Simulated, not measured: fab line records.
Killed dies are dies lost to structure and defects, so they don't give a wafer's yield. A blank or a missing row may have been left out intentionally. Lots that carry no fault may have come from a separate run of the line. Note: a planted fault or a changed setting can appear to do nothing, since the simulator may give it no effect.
2 desks, one fault / flow sky130 / only its own numbers are on each desk; what lay behind them is given at the end

## METROLOGY DESK
Means of the sampled wafers that have a number, per lot and without regard to the tool the lot ran on: this is what the gauges read. If a lot's mean is further than 4 standard deviations from the usual mean, the lot is out of limits and carries the mark OUT (the distance appears in the brackets).
Columns: A = POLY_GATE_CVD_00_THK at SKY_POLY_GATE_THK_MEAS_01, usual 179.3 nm; B = SD_P_OVL at SKY_SD_P_OVL_MEAS_08, usual 1.5 nm
lot=L571; first seen here=day 14 13:46; A=180.1; B=0.6
lot=L574; first seen here=day 15 13:25; A=179.6; B=1.2
lot=L576; first seen here=day 16 12:41; A=176.7; B=1.7
lot=L579; first seen here=day 17 09:17; A=176.9; B=2.2
lot=L580; first seen here=day 17 13:47; A=179.5; B=1.0
lot=L582; first seen here=day 18 16:40; A=181.1; B=0.8
lot=L585; first seen here=day 19 10:07; A=179.7; B=0.6
lot=L587; first seen here=day 20 03:49; A=180.3; B=1.7
lot=L588; first seen here=day 20 09:02; A=179.9; B=0.9
lot=L589; first seen here=day 20 23:16; A=177.0; B=1.3
lot=L591; first seen here=day 21 04:17; A=178.7; B=2.8
lot=L592; first seen here=day 21 21:03; A=179.3; B=3.1
lot=L593; first seen here=day 22 01:47; A=180.6; B=1.7
This desk's finding: nothing out of limits on any of the 13 lots.

## AT THE TOOL OWNER'S DESK: litho_track-04
At SKY_POLY_CUT_SOFTBAKE_04 (time 90 s), the tool's own readings, given per lot that ran on this tool as the mean of the sampled wafers with a number. If a lot's mean is further than 4 standard deviations from the usual mean, the lot is out of limits and carries the mark OUT (the distance appears in the brackets).
Columns: A = run_length_s at SKY_POLY_CUT_SOFTBAKE_04, usual 119.02 s
lot=L571; first seen here=day 24 09:00; A=119.43
lot=L576; first seen here=day 26 04:00; A=123.02 (+18) OUT
lot=L579; first seen here=day 27 05:00; A=123.03 (+18) OUT
lot=L589; first seen here=day 30 14:00; A=119.24
lot=L592; first seen here=day 31 09:00; A=119.21
lot=L593; first seen here=day 31 15:00; A=119.28
This desk finds L576, L579 out of limits, L576 being first, at day 26 04:00 (run_length_s at SKY_POLY_CUT_SOFTBAKE_04). In limits: L571, L589, L592, L593.

## PUT TOGETHER
The tool owner's desk had the chance to raise an alarm at day 26 04:00 on L576, L579.
At the metrology desk, nothing out of limits was observed.
The metrology desk has L576, L579 on record, within its limits.
The lots listed all ran SKY_POLY_CUT_SOFTBAKE_04 on litho_track-04.

## WHAT THE SIMULATOR HAD INSERTED
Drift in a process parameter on litho_track-04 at SKY_POLY_CUT_SOFTBAKE_04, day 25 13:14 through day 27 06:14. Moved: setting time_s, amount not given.
Lots struck among those shown: L576, L579.
How many hours passed from the start of the fault until each desk's first out-of-limits reading: the tool owner's desk, 15.
